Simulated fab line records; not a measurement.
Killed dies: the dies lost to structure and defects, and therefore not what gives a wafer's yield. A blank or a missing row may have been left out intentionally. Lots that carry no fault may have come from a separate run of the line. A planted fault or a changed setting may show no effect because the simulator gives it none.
What tool caused it?	flow gf180mcu	42 wafers from 14 lots sampled at 5 of the route's 602 steps

== WHAT THE GAUGES READ, wafer by wafer ==
GF_M2_CD_MEAS_14 targets a cd of 280 nm.
lot	measured	on	cd_nm (nm)
L512	day 19 07:04	cd_sem-01	277.8 276.5 279.1
L513	day 19 19:46	cd_sem-02	277.6 277.0 278.0
L514	day 20 03:05	cd_sem-01	278.9 279.4 279.2
L515	day 20 13:19	cd_sem-01	278.5 279.3 279.3
L516	day 21 06:53	cd_sem-02	278.2 278.1 278.1
L517	day 21 16:34	cd_sem-01	280.1 279.7 279.7
L518	day 22 00:07	cd_sem-02	280.6 278.7 280.7
L520	day 22 13:15	cd_sem-01	278.8 278.7 278.0
L524	day 24 01:25	cd_sem-02	277.9 276.8 278.3
L529	day 26 01:19	cd_sem-02	279.6 279.4 280.5
L530	day 26 03:25	cd_sem-02	280.8 279.2 279.6
L531	day 26 04:41	cd_sem-02	280.7 282.9 282.3
L532	day 26 14:28	cd_sem-01	280.0 280.6 280.0
L533	day 26 23:02	cd_sem-02	280.1 281.1 279.8

GF_M3_THK_MEAS_06: measures by xrf.
lot	measured	on	M3_ALCU_THK (nm)
L512	day 20 11:02	film_metro-01	448 445 450
L513	day 20 23:02	film_metro-04	447 451 444
L514	day 21 06:49	film_metro-01	447 451 443
L515	day 21 16:37	film_metro-01	456 454 454
L516	day 22 10:30	film_metro-02	495 493 496
L517	day 22 19:54	film_metro-02	491 486 495
L518	day 23 03:31	film_metro-02	448 448 449
L520	day 23 15:41	film_metro-02	453 447 451
L524	day 25 05:31	film_metro-01	440 444 436
L529	day 27 01:13	film_metro-02	450 451 446
L530	day 27 03:07	film_metro-04	445 444 445
L531	day 27 04:45	film_metro-01	455 452 457
L532	day 27 14:04	film_metro-04	444 455 450
L533	day 27 22:22	film_metro-04	454 450 452

== EACH LOT AND THE TOOL THAT RAN IT (in order: tool; ch and the chambers of the sampled wafers; start) ==
lot	GF_M2_SPUTTER_02	GF_V2_SPUTTER_21	GF_M3_SPUTTER_04
L512	pvd_sputter-04, day 18 06:46	pvd_sputter-04, day 20 09:50	pvd_sputter-04, day 20 10:52
L513	pvd_sputter-04, day 18 19:18	pvd_sputter-02, day 20 22:01	pvd_sputter-01, day 20 22:53
L514	pvd_sputter-01, day 19 03:09	pvd_sputter-02, day 21 05:46	pvd_sputter-01, day 21 06:38
L515	pvd_sputter-01, day 19 13:27	pvd_sputter-03, day 21 15:34	pvd_sputter-04, day 21 16:27
L516	pvd_sputter-04, day 20 06:42	pvd_sputter-02, day 22 09:28	pvd_sputter-04, day 22 10:20
L517	pvd_sputter-01, day 20 16:27	pvd_sputter-04, day 22 18:52	pvd_sputter-01, day 22 19:44
L518	pvd_sputter-04, day 21 00:08	pvd_sputter-02, day 23 02:28	pvd_sputter-04, day 23 03:20
L520	pvd_sputter-01, day 21 13:52	pvd_sputter-02, day 23 14:38	pvd_sputter-01, day 23 15:30
L524	pvd_sputter-01, day 23 02:16	pvd_sputter-04, day 25 02:09	pvd_sputter-02, day 25 05:22
L529	pvd_sputter-01, day 25 04:25	pvd_sputter-03, day 27 00:08	pvd_sputter-01, day 27 01:02
L530	pvd_sputter-01, day 25 06:31	pvd_sputter-03, day 27 02:05	pvd_sputter-02, day 27 02:58
L531	pvd_sputter-04, day 25 07:25	pvd_sputter-04, day 27 03:41	pvd_sputter-01, day 27 04:35
L532	pvd_sputter-04, day 25 17:28	pvd_sputter-03, day 27 13:01	pvd_sputter-01, day 27 13:53
L533	pvd_sputter-01, day 26 03:04	pvd_sputter-02, day 27 21:19	pvd_sputter-01, day 27 22:11
- GF_M2_SPUTTER_02: material AlCu, target thk 450 nm, time 23.9 s.
- GF_V2_SPUTTER_21: material Ti, target thk 15 nm, time 80.02 s.
- GF_M3_SPUTTER_04: material TiN, target thk 50 nm, time 41.7 s.

== WHAT THE TOOLS THEMSELVES READ (means of the sampled wafers that have a number; where no wafer has one, the mark that the record gives instead) ==
GF_M2_SPUTTER_02.
lot	tool	cathode_dc_power_W (W)	chamber_pressure_pa (Pa)	throttle_valve_pct (%)
L512	pvd_sputter-04	10599	0.4001	29.8
L513	pvd_sputter-04	10601	0.4006	31.2
L514	pvd_sputter-01	10599	0.4000	29.6
L515	pvd_sputter-01	10600	0.3998	29.5
L516	pvd_sputter-04	10601	0.4001	31.1
L517	pvd_sputter-01	10600	0.3999	29.9
L518	pvd_sputter-04	10599	0.4002	30.8
L520	pvd_sputter-01	10600	0.3996	30.1
L524	pvd_sputter-01	10600	0.3995	30.2
L529	pvd_sputter-01	10603	0.4006	29.9
L530	pvd_sputter-01	10600	0.4004	29.9
L531	pvd_sputter-04	10598	0.4006	30.9
L532	pvd_sputter-04	10600	0.4001	30.8
L533	pvd_sputter-01	10599	0.3996	30.1

GF_V2_SPUTTER_21.
lot	tool	cathode_dc_power_W (W)	chamber_pressure_pa (Pa)	throttle_valve_pct (%)
L512	pvd_sputter-04	2499.5	5.000	31.4
L513	pvd_sputter-02	2500.2	5.001	29.9
L514	pvd_sputter-02	2500.1	5.008	29.7
L515	pvd_sputter-03	2499.8	5.008	28.7
L516	pvd_sputter-02	2500.4	4.998	29.3
L517	pvd_sputter-04	2499.7	5.006	31.2
L518	pvd_sputter-02	2499.9	5.005	30.1
L520	pvd_sputter-02	2499.8	4.991	29.4
L524	pvd_sputter-04	2499.7	5.001	31.5
L529	pvd_sputter-03	2500.1	5.000	28.7
L530	pvd_sputter-03	2500.2	5.006	29.4
L531	pvd_sputter-04	2500.0	5.000	31.1
L532	pvd_sputter-03	2500.4	4.999	29.7
L533	pvd_sputter-02	2500.0	5.000	29.8

GF_M3_SPUTTER_04.
lot	tool	cathode_dc_power_W (W)	chamber_pressure_pa (Pa)	throttle_valve_pct (%)
L512	pvd_sputter-04	6501.4	0.3997	30.7
L513	pvd_sputter-01	6499.2	0.3999	30.0
L514	pvd_sputter-01	6499.3	0.3994	29.8
L515	pvd_sputter-04	6500.3	0.4002	30.3
L516	pvd_sputter-04	-	-	-
L517	pvd_sputter-01	-	-	-
L518	pvd_sputter-04	6500.3	0.3997	30.6
L520	pvd_sputter-01	6499.9	0.3995	29.8
L524	pvd_sputter-02	6499.8	0.3999	29.9
L529	pvd_sputter-01	6499.8	0.4005	29.6
L530	pvd_sputter-02	6500.7	0.4004	29.8
L531	pvd_sputter-01	6499.1	0.3997	29.8
L532	pvd_sputter-01	6499.4	0.3991	30.1
L533	pvd_sputter-01	6499.8	0.3991	30.3

== THE ANSWER, worked out from the rows above alone ==
Rule: the lots themselves supply what counts as usual. The widest of any qualifying gaps counts: lots, ordered by their means at a reading, are off when they make up no more than a third of the lots, leave a main group of 4 or more, and stand apart from it by 3 or more times the standard deviation of that group's means. A main group is skipped when, at the precision printed for the reading in the tables above, its means are all equal. Also off: a lot with no number at a reading for which 4 or more lots have one. Any other lot the step has rows for is counted as sound. Order of review: gauges by route order, followed by the tools' own readings, for which a lot's mean as printed above is used. At the first step where some lot is off, the reading lying furthest off is the one used; lots without a number count as furthest.
Off: L516, L517, at GF_M3_THK_MEAS_06 (M3_ALCU_THK). The main group: mean 449 nm, standard deviation 3.9.
A tool fits if, at a process step before that reading, it ran every lot that is off, and no sound lot after the first of them. The gauges at GF_M3_THK_MEAS_06 aren't tried: what is off there is off at GF_M3_SPUTTER_04 too, on other tools, and a gauge's error can't cause that. No candidate that was tried fits.

== WHAT HAD BEEN PUT IN BY THE SIMULATOR ==
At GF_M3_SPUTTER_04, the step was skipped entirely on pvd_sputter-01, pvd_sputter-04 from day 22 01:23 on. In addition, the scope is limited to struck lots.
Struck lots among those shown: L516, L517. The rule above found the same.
